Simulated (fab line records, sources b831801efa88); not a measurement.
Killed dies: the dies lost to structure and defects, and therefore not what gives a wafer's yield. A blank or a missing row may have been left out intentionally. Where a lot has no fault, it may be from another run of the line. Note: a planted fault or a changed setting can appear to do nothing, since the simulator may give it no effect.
A lot that was struck, set against a sound lot	flow sky130	43 steps out of a route of 708
Sound: these wafers, L298.2, L298.3, L298.5. Wafers struck: L305.1, L305.2, L305.6. At the end, the cause is stated.
For every step that has rows: the tool of each side, followed by ch and its chambers, followed by its first start. Under that, the readings that differ: sound wafers	struck wafers	difference of the means	sigmas: that difference in standard deviations of wafers without a fault.
alike: a reading whose means differ by less than 2 such deviations, as well as words and numbers matching on both sides. not compared: withheld readings; readings where some wafer has no value; bounds like >300 that might hide an equal value; numbers whose values overlap and for which the record gives no deviation.
A row with sigmas, a row that says differs or no value, or rows on one side alone: a step with any of these is where the two part. When numbers do not overlap yet have no deviation, they are printed without sigmas and do not part them. Lack of a reading on every wafer of one side parts them only where that side has two or more wafers.

first, 6 steps without rows for these wafers: SKY_METAL3_COAT_07 (resist thk 60 nm); SKY_METAL3_COAT_08 (resist thk 1154 nm); SKY_METAL3_SOFTBAKE_09 (time 90 s); SKY_METAL3_EXPOSE_10 (exposes mask MM3, target cd 300 nm); SKY_METAL3_PEB_11; SKY_METAL3_DEVELOP_12 (develop time 60 s).
SKY_METAL3_CD_MEAS_13: the cd target is 300 nm.
  sound: cd-sem-01 at day 38 06:23; struck: cd-sem-01 at day 40 14:07
  alike: cd-nm
SKY_METAL3_OVL_MEAS_14:
  sound: overlay-01 at day 38 06:29; struck: overlay-01 at day 40 14:14
  alike: METAL3_OVL
then, 2 steps without rows for these wafers: SKY_METAL3_DESCUM_15 (chemistry O2, time 8 s); SKY_METAL3_ETCH_16 (etches BARC in N2/H2, stops on SiO2, time 88.2 s, target depth 60 nm).
SKY_METAL3_ETCH_17: etches SiO2 in C4F8/O2/Ar, stops on TiN, time 3.9 s, target depth 15 nm.
  sound on rie-diel-02 ch 1,2,3, day 38 06:39; struck on rie-diel-03 ch 0,2,3, day 40 14:24
  alike: oes-product-au
  not compared: rf-hours-counter-h
then, 1 step without rows for these wafers: SKY_METAL3_METAL_ETCH_18 (etches the open film in Cl2/BCl3, stops on SiO2, target depth 845 nm, time 183.1 s).
SKY_METAL3_STRIP_19: strips in O2/N2.
  sound on plasma-asher-02 ch 0,1, day 38 06:51; struck on plasma-asher-02 ch 0,1, day 40 14:36
  alike: drypump-motor-current-A, oes-product-au, strip-time-to-endpoint-s
  not compared: rf-hours-counter-h
then, 4 steps without rows for these wafers: SKY_METAL3_STRIP_20 (strips in post etch residue remover, time 1200 s); SKY_METAL3_CLEAN_21 (cleans in IPA, time 180 s); SKY_METAL3_CLEAN_22 (cleans in O3/DIW); SKY_VIA3_HDPCVD_00 (deposits SiO2, target thk 1635 nm, time 272.5 s).
SKY_VIA3_THK_MEAS_01:
  sound: film-metro-03 at day 38 07:37; struck: film-metro-02 at day 40 15:22
  alike: VIA3_HDPCVD_THK
then, 1 step without rows for these wafers: SKY_VIA3_CMP_02 (polishes SiO2).
SKY_VIA3_BOW_MEAS_03:
  sound: film-metro-04 at day 38 07:59; struck: film-metro-04 at day 40 15:43
  alike: VIA3_BOW
then, 8 steps without rows for these wafers: SKY_VIA3_DEHYDRATE_04 (time 60 s); SKY_VIA3_HMDS_05 (prime time 60 s); SKY_VIA3_COAT_06 (resist thk 60 nm); SKY_VIA3_COAT_07 (resist thk 450 nm); SKY_VIA3_SOFTBAKE_08 (time 90 s); SKY_VIA3_EXPOSE_09 (exposes mask VIM3, target cd 200 nm); SKY_VIA3_PEB_10; SKY_VIA3_DEVELOP_11 (develop time 60 s).
SKY_VIA3_CD_MEAS_12: the cd target is 200 nm.
  sound: cd-sem-01 at day 39 09:07; struck: cd-sem-01 at day 41 15:41
  alike: cd-nm
SKY_VIA3_OVL_MEAS_13:
  sound: overlay-02 at day 39 09:13; struck: overlay-01 at day 41 15:48
  alike: VIA3_OVL
then, 1 step without rows for these wafers: SKY_VIA3_ETCH_14 (etches BARC in N2/H2, stops on SiO2, time 45.9 s, target depth 60 nm).
SKY_VIA3_ETCH_15: etches SiO2 in C4F8/O2/Ar, stops on TiN, target depth 507 nm, time 78 s.
  sound on rie-diel-04 ch 0,1,2, day 39 09:17; struck on rie-diel-02 ch 0,3, day 41 15:52
  alike: oes-product-au
  not compared: rf-hours-counter-h
then, 4 steps without rows for these wafers: SKY_VIA3_STRIP_16 (strips in O2/N2); SKY_VIA3_STRIP_17 (strips in post etch residue remover, time 1200 s); SKY_VIA3_CLEAN_18 (cleans in IPA, time 180 s); SKY_VIA3_CLEAN_19 (cleans in O3/DIW).
SKY_VIA3_SPUTTER_20: material TiN, target thk 20 nm, time 80 s.
  sound: pvd-sputter-02 at day 39 09:56; struck: pvd-sputter-02 at day 41 16:32
  alike: throttle-valve-pct
SKY_VIA3_CVD_21: deposits W, target thk 390 nm, time 117.31 s.
  sound on cvd-w-01 ch 1, day 39 10:00; struck on cvd-w-02 ch 0,1, day 41 16:35
reading	sound	struck	difference	sigmas
heater-power-w (W)	976 985 983	874 769 743	-186	-2
  alike: chamber-pressure-Torr
SKY_VIA3_RS_MEAS_22: a four-point-probe measurement.
  sound: film-metro-04 at day 39 10:08; struck: film-metro-02 at day 41 16:43
reading	sound	struck	difference	sigmas
VIA3_W_RS (ohm/sq)	0.288 0.285 0.289	0.295 0.296 0.301	+0.010	+3
SKY_VIA3_THK_MEAS_23: measures by xrf.
  sound: film-metro-04 at day 39 10:15; struck: film-metro-02 at day 41 16:50
reading	sound	struck	difference	sigmas
VIA3_W_THK (nm)	416 416 413	394 395 387	-23	-3
SKY_VIA3_CMP_24: polishes, stops on SiO2, t overpolish 20 s, target thk 0 nm.
  sound on cmp-02 ch 1,3, day 39 10:21; struck on cmp-02 ch 1,2,3, day 41 16:53
  alike: motor-current-A, overpolish-run-s, time-to-endpoint-s
then, 1 step without rows for these wafers: SKY_METAL4_SPUTTER_00 (material Ti, target thk 15 nm, time 10 s).
-- the record jumps here: 6 days lie between the struck wafers' starts before and after (it left off in module METAL4 and takes up again in module PAD_OPEN, whose first step shown is number 708 of the route) --
SKY_PAD_OPEN_PROBE_99:
  sound: prober-01 at day 45 11:30; struck: prober-02 at day 47 09:38
reading	sound	struck	difference	sigmas
hold	- - -	await-dispo/3.9h/release await-dispo/3.9h/release await-dispo/3.9h/release	no value on the sound wafers	
defect-limited-yield (%)	81.5 85.4 81.1	74.4 74.0 77.4	-7.4	-4
killed_at_M0_to_M3	49 40 45	94 93 83	+45	+7
killed-dies	91 72 93	126 128 111	+36	+4
sort_bin_3_pad_short (%)	1.4 0.8 1.0	3.7 4.1 4.9	+3.2	+7
sort_bin_5_function (%)	11.4 8.5 10.2	16.7 14.0 11.6	+4.1	+3
sort-n-pass	401 420 399	366 364 381	-36	-4
sort-yield-pct (%)	81.5 85.4 81.1	74.4 74.0 77.4	-7.4	-4
model.etest.tester.sort-n-pass	401 420 399	366 364 381	-36	
model.etest.tester.sort-yield-pct (%)	81.5 85.37 81.1	74.39 73.98 77.44	-7.39	
model.etest.tester.sort_bin_5_pct (%)	11.38 8.537 10.16	16.67 14.02 11.59	+4.07	
model.etest.tester.sort_bin_3_pct (%)	1.423 0.813 1.016	3.659 4.065 4.878	+3.117	
  alike: killed_at_M4_up, killed-at-contacts, killed-at-front-end, killed-at-other, killed-open, killed-short, sort_bin_6_memory

WHERE THEY PART
Earliest at SKY_VIA3_CVD_21; latest, in this record, at SKY_PAD_OPEN_PROBE_99.

WHY: whatever the simulator had introduced
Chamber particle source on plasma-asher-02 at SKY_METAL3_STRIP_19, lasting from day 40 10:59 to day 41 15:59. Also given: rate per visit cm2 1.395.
